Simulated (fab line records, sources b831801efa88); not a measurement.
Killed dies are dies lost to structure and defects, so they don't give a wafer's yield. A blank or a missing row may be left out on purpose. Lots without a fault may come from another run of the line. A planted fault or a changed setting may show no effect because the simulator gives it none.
Chamber matching | flow sky130 | SKY_FIELD_ISO_ETCH_14 on rie_diel-02: 4 sister chambers
The step etches BARC in N2/H2, stops on SiO2, time 45.9 s, target depth 60 nm. 16 wafers are shown with their chamber, then 8 later ones without.

WAFERS WITH THEIR CHAMBER
wafer  | chamber | drypump_motor_current_A (A) | throttle_valve_pct (%) | oes_product_au (a.u.)
L076.2 | 0       | 6.08                        | 13.235                 | 0.851
L076.3 | 2       | 6.12                        | 13.229                 | 0.854
L076.5 | 3       | 5.78                        | 13.218                 | 0.852
L077.1 | 1       | 6.37                        | 13.243                 | 0.854
L077.3 | 2       | 6.11                        | 13.196                 | 0.855
L077.5 | 0       | 6.11                        | 13.232                 | 0.848
L078.1 | 3       | 5.81                        | 13.213                 | 0.854
L078.4 | 0       | 6.10                        | 13.228                 | 0.852
L078.6 | 0       | 6.13                        | 13.228                 | 0.861
L087.2 | 0       | 6.12                        | 13.228                 | 0.852
L087.4 | 2       | 6.10                        | 13.231                 | 0.849
L087.6 | 3       | 5.77                        | 13.232                 | 0.856
L090.2 | 1       | 6.41                        | 13.224                 | 0.858
L090.3 | 3       | 5.78                        | 13.226                 | 0.854
L090.4 | 0       | 6.10                        | 13.229                 | 0.857
L091.1 | 3       | 5.78                        | 13.210                 | 0.846

SIGNATURES (means of the wafers above)
reading                 | chamber 0 | chamber 1 | chamber 2 | chamber 3 | scatter within a chamber
drypump_motor_current_A | 6.1067    | 6.3900    | 6.1100    | 5.7840    | 0.017
throttle_valve_pct      | 13.23000  | 13.23350  | 13.21867  | 13.21980  | 0.0105
oes_product_au          | 0.85350   | 0.85600   | 0.85267   | 0.85240   | 0.00406
Rule: a wafer's distance from a chamber is the root of the sum, over the readings, of the square of ((its reading less the chamber's mean) divided by the reading's scatter). The wafer belongs to the nearest chamber; if the next one is less than 2 further off, it can't be placed. The scatter: the root of (the sum of the squares of (reading less its chamber's mean) over the shown wafers, divided by (wafers less chambers)).

WAFERS WITHOUT THEIR CHAMBER
wafer  | drypump_motor_current_A (A) | throttle_valve_pct (%) | oes_product_au (a.u.)
L091.2 | 6.08                        | 13.224                 | 0.850
L091.6 | 5.78                        | 13.224                 | 0.860
L093.1 | 6.11                        | 13.237                 | 0.854
L093.2 | 5.78                        | 13.218                 | 0.846
L093.4 | 6.07                        | 13.214                 | 0.857
L097.2 | 5.78                        | 13.212                 | 0.859
L097.5 | 6.40                        | 13.244                 | 0.847
L097.6 | 6.11                        | 13.225                 | 0.862

WHICH CHAMBER EACH WENT THROUGH
wafer  | from the rows above     | in truth
L091.2 | can't be placed: 0 or 2 | 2
L091.6 | 3                       | 3
L093.1 | can't be placed: 0 or 2 | 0
L093.2 | 3                       | 3
L093.4 | can't be placed: 2 or 0 | 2
L097.2 | 3                       | 3
L097.5 | 1                       | 1
L097.6 | can't be placed: 0 or 2 | 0
Placed correctly: 4 of 8. Can't be placed from these rows: 4 (the true chamber is among the candidates in 4). Placed wrongly: 0.
